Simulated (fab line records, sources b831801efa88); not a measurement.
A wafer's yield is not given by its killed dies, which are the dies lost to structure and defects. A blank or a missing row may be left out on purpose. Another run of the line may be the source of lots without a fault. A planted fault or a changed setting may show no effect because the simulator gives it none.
Matching of chambers / flow sfq-line / SFQ_TRILAYER_I4_CMP_CMP_100 on cmp-02: 4 sister chambers
The step polishes SiO2. 8 wafers are shown with their chamber, then 8 later ones without.

== WAFERS PAIRED WITH THEIR CHAMBERS ==
wafer=L472.6; chamber=0; motor-current-A (A)=10.2; time-to-endpoint-s (s)=213
wafer=L477.4; chamber=1; motor-current-A (A)=10.7; time-to-endpoint-s (s)=219
wafer=L483.4; chamber=1; motor-current-A (A)=10.4; time-to-endpoint-s (s)=217
wafer=L484.3; chamber=0; motor-current-A (A)=10.4; time-to-endpoint-s (s)=216
wafer=L484.5; chamber=3; motor-current-A (A)=8.8; time-to-endpoint-s (s)=216
wafer=L486.3; chamber=3; motor-current-A (A)=8.2; time-to-endpoint-s (s)=218
wafer=L486.6; chamber=2; motor-current-A (A)=12.1; time-to-endpoint-s (s)=222
wafer=L487.2; chamber=2; motor-current-A (A)=11.8; time-to-endpoint-s (s)=221

== WAFERS WITH NO CHAMBER GIVEN ==
wafer=L487.4; motor-current-A (A)=11.1; time-to-endpoint-s (s)=224
wafer=L487.5; motor-current-A (A)=11.4; time-to-endpoint-s (s)=219
wafer=L490.1; motor-current-A (A)=8.8; time-to-endpoint-s (s)=211
wafer=L490.2; motor-current-A (A)=11.3; time-to-endpoint-s (s)=219
wafer=L490.6; motor-current-A (A)=8.0; time-to-endpoint-s (s)=221
wafer=L492.1; motor-current-A (A)=11.7; time-to-endpoint-s (s)=211
wafer=L492.3; motor-current-A (A)=9.9; time-to-endpoint-s (s)=217
wafer=L492.5; motor-current-A (A)=8.4; time-to-endpoint-s (s)=216

== CHAMBER TAKEN BY EACH ==
wafer=L487.4; from the rows above=can't be placed: 2 or 1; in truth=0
wafer=L487.5; from the rows above=can't be placed: 2 or 1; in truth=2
wafer=L490.1; from the rows above=can't be placed: 3 or 0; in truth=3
wafer=L490.2; from the rows above=can't be placed: 1 or 2 or 0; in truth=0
wafer=L490.6; from the rows above=3; in truth=3
wafer=L492.1; from the rows above=can't be placed: 0 or 1 or 2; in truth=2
wafer=L492.3; from the rows above=can't be placed: 0 or 1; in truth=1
wafer=L492.5; from the rows above=3; in truth=3
2 of 8 placed correctly. Unplaceable from these rows: 6, with the true chamber sitting among the candidates in 5. Number placed wrongly: 0.
How it was worked out, from the rows above alone: a wafer's distance from a chamber is the root of the sum, over the readings, of the square of ((its reading less the chamber's mean) divided by the reading's scatter). If the next closest chamber is less than 2 further off than the closest, the wafer can't be placed; otherwise it belongs to the closest. A chamber's mean is the mean of its shown wafers. The scatter: take each reading less its chamber's mean, square it, sum over the shown wafers, divide by the number of wafers less the number of chambers, and take the root.
